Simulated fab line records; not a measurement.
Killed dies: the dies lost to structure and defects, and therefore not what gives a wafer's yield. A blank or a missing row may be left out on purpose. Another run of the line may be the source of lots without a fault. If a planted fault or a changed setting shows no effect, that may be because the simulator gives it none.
Problem report, 8D (eight disciplines) form, completed by code || flow sky130 || the parts of the form that need people (team, actions taken, sign-off) are left out

1. WHAT WENT WRONG
Wafers without a fault read 149.6 nm, standard deviation 1.3; cd-nm at SKY_VIA1_CD_MEAS_12 reads a mean of 162.6 nm on 6 wafers belonging to 2 lots. Measured from the usual mean, that is +10 standard deviations.
The step: target cd 150 nm.
Seen first at day 38 09:56 on cd-sem-01, wafer L417.1. The record holds 42 wafers of 14 lots with a number at this step. Rule for "out" (also "out of limits"): further than 4 standard deviations from the usual mean. All remaining wafers that have a number are taken as sound.

2. WHAT IT IS AND WHAT IT IS NOT
{"question": "which readings at this step", "is": "cd-nm", "is not": "-"}
{"question": "which lots", "is": "L417, L418", "is not": "L406, L407, L408, L409, L411, L412, L413, L414, L415, L421, L428, L429"}
{"question": "which wafers of those lots", "is": "all that have a number", "is not": "-"}
{"question": "read on which gauges", "is": "cd-sem-01", "is not": "cd-sem-02"}
{"question": "when", "is": "from day 38 09:56", "is not": "up to then (27 sound wafers); but 9 sound wafers of L421, L428, L429 came after"}

3. THE SUSPECTS, EACH WITH WHAT RULES IT OUT
Counting: a tool stays on the suspect list if, at a process step up to the reading, it processed all lots that are out and no sound lot following the first of them.
- ruled out: the gauge at SKY_VIA1_CD_MEAS_12. All the wafers that are out were read on cd-sem-01, but those of them that SKY_VIA1_EXPOSE_09 has rows for are out there too, on other tools.
- pvd-sputter-02 at SKY_METAL1_SPUTTER_03 (material Ti, target thk 5 nm, time 3.3 s): ruled out as a lasting fault. Following L417 (day 36 02:59), the first lot on it that is out, the sound lots L428 were run on it.
- krf-scanner-02 at SKY_VIA1_EXPOSE_09 (exposes mask VIM, target cd 150 nm): kept. It ran every lot that is out, first L417 (day 37 20:46), and no sound lot after that; its last sound lot up to then is L414 (day 37 03:05). Its own exposure-dose-mJ-cm2 readings are out on those wafers.
Left after counting: krf-scanner-02 at SKY_VIA1_EXPOSE_09.

4. THE CAUSE (what the simulator had put in)
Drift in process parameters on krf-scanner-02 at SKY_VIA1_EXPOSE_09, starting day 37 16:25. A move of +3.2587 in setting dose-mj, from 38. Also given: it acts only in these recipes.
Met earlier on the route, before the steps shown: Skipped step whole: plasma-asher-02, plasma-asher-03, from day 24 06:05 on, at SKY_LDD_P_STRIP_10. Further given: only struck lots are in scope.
After counting, this tool was the only one left.

5. THE EFFECT CHAIN, in route order
Rows list readings where the struck wafers' mean (over those with a number) sits beyond 3 standard deviations from the usual. Scope: only readings with a usual standard deviation given in the record; hours: median across lots of the time from each lot's start at the first step in this table that gives one to its start at this step; sigmas: change in usual standard deviations.
{"hours": 0, "step": "SKY_VIA1_EXPOSE_09", "reading": "exposure-dose-mJ-cm2", "usual": 37.99, "on struck wafers": 40.98, "change": "+2.99", "sigmas": "+41"}
{"hours": 13, "step": "SKY_VIA1_CD_MEAS_12", "reading": "cd-nm", "usual": "149.6 nm", "on struck wafers": 162.6, "change": "+13.0", "sigmas": "+10"}
It contains these process steps:
- SKY_VIA1_EXPOSE_09: exposes mask VIM, target cd 150 nm.

6. HOW IT WOULD HAVE BEEN CAUGHT EARLIER
In this record the first reading out of limits at a measuring or inspecting step was taken at day 38 09:56, 18 hours after the fault began at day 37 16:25.
Tool's own readings at SKY_VIA1_EXPOSE_09, exposure-dose-mJ-cm2: out on all struck wafers the step has rows for; an alarm limit on them would have tripped on the first.
Lots out: 2; of these, L418 started SKY_VIA1_EXPOSE_09 on krf-scanner-02 after day 38 09:56. A tool hold placed at that time would have kept it from harm.
